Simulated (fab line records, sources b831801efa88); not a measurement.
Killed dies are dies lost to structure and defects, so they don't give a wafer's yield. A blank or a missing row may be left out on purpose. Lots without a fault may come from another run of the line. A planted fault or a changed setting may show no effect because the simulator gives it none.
Which tool did it? | flow gf180mcu | 24 lots, 72 wafers sampled, at 4 steps of a route of 602

WHAT THE GAUGES READ, wafer by wafer
GF_M4_CD_MEAS_14: target cd 280 nm. Usual: cd_nm 279.9 nm, standard deviation 1.3.
lot  | measured     | on        | cd_nm (nm)        | flag
L074 | day 23 17:58 | cd_sem-02 | 278.3 278.1 279.5 |
L075 | day 23 19:26 | cd_sem-01 | 281.8 281.8 282.0 |
L077 | day 24 18:26 | cd_sem-02 | 280.7 280.7 279.8 |
L076 | day 24 18:53 | cd_sem-01 | 278.9 279.7 279.3 |
L078 | day 24 21:44 | cd_sem-01 | 279.1 278.2 279.5 |
L079 | day 25 13:05 | cd_sem-01 | 280.1 281.4 280.0 |
L080 | day 25 15:21 | cd_sem-02 | 279.3 280.7 278.8 |
L081 | day 26 01:25 | cd_sem-01 | 277.9 278.5 278.1 |
L082 | day 26 06:28 | cd_sem-02 | 281.3 282.1 282.4 |
L083 | day 26 12:37 | cd_sem-01 | 277.7 277.6 277.4 |
L084 | day 26 16:55 | cd_sem-02 | 279.0 278.5 277.8 |
L085 | day 27 06:33 | cd_sem-01 | 281.5 280.6 279.7 |
L086 | day 27 08:48 | cd_sem-01 | 278.9 279.5 278.9 |
L087 | day 27 19:13 | cd_sem-02 | 281.9 281.3 282.4 |
L088 | day 28 02:28 | cd_sem-02 | 281.0 280.2 279.0 |
L089 | day 28 04:16 | cd_sem-01 | 280.3 279.5 279.5 |
L090 | day 28 12:55 | cd_sem-01 | 282.3 282.7 281.4 |
L091 | day 28 20:00 | cd_sem-02 | 278.5 279.1 279.4 |
L092 | day 29 08:16 | cd_sem-01 | 280.1 280.9 278.8 |
L093 | day 29 11:09 | cd_sem-02 | 281.1 281.5 281.6 |
L094 | day 29 19:28 | cd_sem-02 | 280.3 281.0 282.2 |
L095 | day 30 02:40 | cd_sem-01 | 278.8 279.6 278.2 |
L096 | day 30 07:23 | cd_sem-01 | 279.9 279.9 280.7 |
L097 | day 30 12:42 | cd_sem-02 | 280.5 280.1 279.2 |

GF_V4_THK_MEAS_25: measures by xrf. Usual: V4_W_THK 345 nm, standard deviation 4.4.
lot  | measured     | on            | V4_W_THK (nm) | flag
L074 | day 24 19:11 | film_metro-01 | 348 348 341   |
L075 | day 24 20:23 | film_metro-02 | 343 347 343   |
L077 | day 25 18:29 | film_metro-01 | 346 348 349   |
L076 | day 25 19:10 | film_metro-02 | 343 343 346   |
L078 | day 25 21:11 | film_metro-04 | 350 349 350   |
L079 | day 26 12:30 | film_metro-04 | 356 351 351   |
L080 | day 26 14:22 | film_metro-01 | 339 346 345   |
L081 | day 27 00:32 | film_metro-01 | 344 345 341   |
L082 | day 27 05:14 | film_metro-02 | 346 346 353   |
L083 | day 27 11:24 | film_metro-01 | 352 344 343   |
L084 | day 27 16:19 | film_metro-02 | 345 346 347   |
L085 | day 28 04:44 | film_metro-01 | 347 342 344   |
L086 | day 28 08:15 | film_metro-01 | 342 341 348   |
L087 | day 28 16:59 | film_metro-04 | 347 346 346   |
L088 | day 29 00:13 | film_metro-04 | 350 346 347   |
L089 | day 29 02:22 | film_metro-02 | 340 340 340   |
L090 | day 29 10:54 | film_metro-02 | 339 337 338   |
L091 | day 29 17:15 | film_metro-04 | 348 352 351   |
L092 | day 30 06:37 | film_metro-04 | 351 352 351   |
L093 | day 30 08:51 | film_metro-01 | 338 336 338   |
L094 | day 30 16:28 | film_metro-04 | 349 351 346   |
L095 | day 30 23:31 | film_metro-01 | 338 342 342   |
L096 | day 31 04:07 | film_metro-01 | 341 337 342   |
L097 | day 31 09:10 | film_metro-04 | 345 343 345   |

WHICH TOOL RAN EACH LOT (tool, then ch and the chambers of the sampled wafers, then the start)
lot  | GF_V3_STRIP_18                       | GF_V3_CMP_26
L074 | plasma_asher-04 ch 0,1, day 22 17:28 | cmp-02 ch 0,1,2, day 22 18:31
L075 | plasma_asher-01 ch 0,1, day 22 19:56 | cmp-01 ch 0,2, day 22 20:53
L077 | plasma_asher-04 ch 0,1, day 23 19:17 | cmp-01 ch 0,1,3, day 23 20:14
L076 | plasma_asher-02 ch 1, day 23 19:22   | cmp-01 ch 0,1,3, day 23 20:29
L078 | plasma_asher-01 ch 0,1, day 23 21:24 | cmp-01 ch 0,1,2, day 23 22:26
L079 | plasma_asher-01 ch 0,1, day 24 13:50 | cmp-01 ch 0,1,3, day 24 14:52
L080 | plasma_asher-02 ch 0,1, day 24 16:23 | cmp-01 ch 0,1,3, day 24 17:23
L081 | plasma_asher-02 ch 0,1, day 25 02:43 | cmp-01 ch 0,1,2, day 25 03:41
L082 | plasma_asher-02 ch 0,1, day 25 07:29 | cmp-02 ch 0,3, day 25 08:23
L083 | plasma_asher-02 ch 0,1, day 25 14:15 | cmp-02 ch 0,3, day 25 15:13
L084 | plasma_asher-01 ch 0,1, day 25 19:22 | cmp-01 ch 2,3, day 25 20:20
L085 | plasma_asher-04 ch 1, day 26 08:08   | cmp-01 ch 0,1, day 26 09:04
L086 | plasma_asher-04 ch 0,1, day 26 10:53 | cmp-01 ch 0,1, day 26 11:49
L087 | plasma_asher-02 ch 0,1, day 26 22:02 | cmp-02 ch 1,2,3, day 26 22:59
L088 | plasma_asher-04 ch 0,1, day 27 06:04 | cmp-02 ch 1,2,3, day 27 06:59
L089 | plasma_asher-04 ch 0,1, day 27 07:14 | cmp-01 ch 0,1,2, day 27 08:11
L090 | plasma_asher-01 ch 0,1, day 27 16:25 | cmp-02 ch 0,2,3, day 27 17:22
L091 | plasma_asher-04 ch 0,1, day 27 23:08 | cmp-01 ch 0,2,3, day 28 00:05
L092 | plasma_asher-04 ch 1, day 28 11:19   | cmp-02 ch 1,2,3, day 28 12:17
L093 | plasma_asher-01 ch 0,1, day 28 14:16 | cmp-02 ch 1,2,3, day 28 15:13
L094 | plasma_asher-04 ch 0,1, day 28 22:43 | cmp-01 ch 1,2,3, day 28 23:43
L095 | plasma_asher-02 ch 0,1, day 29 06:07 | cmp-01 ch 1,3, day 29 07:04
L096 | plasma_asher-04 ch 0,1, day 29 10:44 | cmp-01 ch 0,2,3, day 29 11:44
L097 | plasma_asher-04 ch 0,1, day 29 17:05 | cmp-02 ch 0,1,3, day 29 18:04
- GF_V3_STRIP_18: strips in O2/N2.
- GF_V3_CMP_26: polishes, stops on SiO2, t overpolish 15 s, target thk 0 nm.

WHAT THE TOOLS THEMSELVES READ (means of the sampled wafers that have a number; where no wafer has one, the mark that the record gives instead)
GF_V3_STRIP_18. Usual: chamber_pressure_mTorr 1500.2 mTorr, standard deviation 1.4; drypump_motor_current_A 5.6 A, standard deviation 0.5; heater_power_w 353 W, standard deviation 25; o2_flow_sccm 3000 sccm, standard deviation 8.5; oes_product_au 0.592 a.u., standard deviation 0.0051.
lot  | tool            | chamber_pressure_mTorr (mTorr) | drypump_motor_current_A (A) | heater_power_w (W) | o2_flow_sccm (sccm) | oes_product_au (a.u.) | flag
L074 | plasma_asher-04 | 1499.8                         | 5.1                         | 354                | 2992                | 0.591                 |
L075 | plasma_asher-01 | 1501.0                         | 5.8                         | 331                | 3003                | 0.590                 |
L077 | plasma_asher-04 | 1500.4                         | 5.1                         | 358                | 3002                | 0.598                 |
L076 | plasma_asher-02 | 1500.0                         | 5.6                         | 350                | 3003                | 0.589                 |
L078 | plasma_asher-01 | 1500.2                         | 5.8                         | 327                | 2999                | 0.593                 |
L079 | plasma_asher-01 | 1500.9                         | 5.8                         | 330                | 3000                | 0.590                 |
L080 | plasma_asher-02 | 1499.9                         | 6.0                         | 364                | 2989                | 0.593                 |
L081 | plasma_asher-02 | 1499.6                         | 6.0                         | 361                | 3002                | 0.595                 |
L082 | plasma_asher-02 | 1502.0                         | 6.1                         | 361                | 2996                | 0.594                 |
L083 | plasma_asher-02 | 1501.0                         | 5.8                         | 361                | 2994                | 0.590                 |
L084 | plasma_asher-01 | 1501.6                         | 5.5                         | 325                | 2998                | 0.588                 |
L085 | plasma_asher-04 | 1499.5                         | 5.7                         | 393                | 2990                | 0.594                 |
L086 | plasma_asher-04 | 1501.2                         | 5.4                         | 379                | 3010                | 0.586                 |
L087 | plasma_asher-02 | 1501.5                         | 5.8                         | 359                | 2993                | 0.593                 |
L088 | plasma_asher-04 | 1499.3                         | 5.1                         | 351                | 3003                | 0.591                 |
L089 | plasma_asher-04 | 1500.5                         | 5.1                         | 351                | 3004                | 0.593                 |
L090 | plasma_asher-01 | 1500.1                         | 5.6                         | 325                | 3000                | 0.587                 |
L091 | plasma_asher-04 | 1500.0                         | 5.1                         | 352                | 3000                | 0.594                 |
L092 | plasma_asher-04 | 1499.8                         | 5.7                         | 392                | 2993                | 0.596                 |
L093 | plasma_asher-01 | 1500.7                         | 5.8                         | 333                | 2995                | 0.589                 |
L094 | plasma_asher-04 | 1500.4                         | 5.4                         | 369                | 3004                | 0.595                 |
L095 | plasma_asher-02 | 1501.2                         | 5.8                         | 359                | 3001                | 0.592                 |
L096 | plasma_asher-04 | 1500.1                         | 5.4                         | 373                | 2998                | 0.588                 |
L097 | plasma_asher-04 | 1501.1                         | 5.4                         | 374                | 3009                | 0.591                 |

GF_V3_CMP_26. Usual: motor_current_A 10.7 A, standard deviation 0.62; overpolish_run_s 15.000 s, standard deviation 0.0083; time_to_endpoint_s 85 s, standard deviation 4.
lot  | tool   | motor_current_A (A) | overpolish_run_s (s) | time_to_endpoint_s (s) | flag
L074 | cmp-02 | 11.0                | 15.007               | 83                     |
L075 | cmp-01 | 11.2                | 14.998               | 85                     |
L077 | cmp-01 | 11.0                | 15.006               | 85                     |
L076 | cmp-01 | 10.6                | 14.988               | 83                     |
L078 | cmp-01 | 11.0                | 15.003               | 84                     |
L079 | cmp-01 | 10.5                | 14.999               | 83                     |
L080 | cmp-01 | 10.6                | 14.986               | 91                     |
L081 | cmp-01 | 10.9                | 15.008               | 85                     |
L082 | cmp-02 | 10.4                | 15.000               | 88                     |
L083 | cmp-02 | 10.4                | 15.005               | 88                     |
L084 | cmp-01 | 11.0                | 14.996               | 82                     |
L085 | cmp-01 | 9.9                 | 15.001               | 90                     |
L086 | cmp-01 | 10.7                | 14.998               | 87                     |
L087 | cmp-02 | 10.6                | 15.005               | 83                     |
L088 | cmp-02 | 10.6                | 15.008               | 87                     |
L089 | cmp-01 | 10.7                | 15.002               | 85                     |
L090 | cmp-02 | 10.7                | 15.001               | 86                     |
L091 | cmp-01 | 11.1                | 15.001               | 84                     |
L092 | cmp-02 | 10.8                | 14.999               | 80                     |
L093 | cmp-02 | 11.0                | 14.999               | 87                     |
L094 | cmp-01 | 10.5                | 15.003               | 81                     |
L095 | cmp-01 | 10.1                | 14.996               | 83                     |
L096 | cmp-01 | 10.8                | 15.000               | 86                     |
L097 | cmp-02 | 10.6                | 15.000               | 86                     |

THE ANSWER, worked out from the rows above alone
Rule: a lot is off if the mean of its wafers that have a number lies more than 3 standard deviations from the usual mean. A lot without any number at a reading at which 4 lots or more have one is off too. The other lots that the step has rows for count as sound. The gauges are gone through in route order, then the tools' own readings, and for those a lot's mean is taken as printed above. The first step at which some lot is off is used, and at that step the reading that is off furthest; a lot without a number counts as furthest.
No lot is off at any reading shown: from this, nothing can be told.

WHAT THE SIMULATOR HAD PUT IN
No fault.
